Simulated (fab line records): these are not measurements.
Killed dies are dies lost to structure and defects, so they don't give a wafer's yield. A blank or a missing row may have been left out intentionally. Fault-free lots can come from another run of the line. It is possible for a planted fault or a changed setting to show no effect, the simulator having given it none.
Matching of chambers -- flow sky130 -- 4 sister chambers for SKY_VIA3_CMP_24 on cmp-01
The step polishes, stops on SiO2, t overpolish 20 s, target thk 0 nm. 4 wafers are shown with their chamber, then 7 later ones without.

== EACH WAFER AND ITS CHAMBER ==
wafer,chamber,motor current A (A)
L844.5,0,9.3
L844.6,1,10.8
L847.1,3,10.0
L847.3,2,12.6

== WAFERS WHOSE CHAMBER IS MISSING ==
wafer,motor current A (A)
L847.4,10.9
L846.1,12.1
L846.4,10.1
L846.6,10.2
L852.2,11.8
L852.3,10.2
L852.4,10.3

== CHAMBER TAKEN BY EACH ==
wafer,from the rows above,in truth
L847.4,1,1
L846.1,2,2
L846.4,can't be placed: 3 or 1 or 0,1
L846.6,can't be placed: 3 or 1 or 0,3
L852.2,can't be placed: 2 or 1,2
L852.3,can't be placed: 3 or 1 or 0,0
L852.4,can't be placed: 3 or 1 or 0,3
2 of 7 placed correctly. Unplaceable from these rows: 5, with the true chamber sitting among the candidates in 5. Wrongly placed: 0.
How it was worked out, from the rows above alone: a wafer's distance from a chamber is the root of the sum, over the readings, of the square of ((its reading less the chamber's mean) divided by the reading's scatter). If the next closest chamber is less than 2 further off than the closest, the wafer can't be placed; otherwise it belongs to the closest. The mean given for a chamber averages the wafers shown for that chamber. The scatter: root of mean squared gap, hidden wafer to nearest shown wafer, with one shown wafer a chamber.
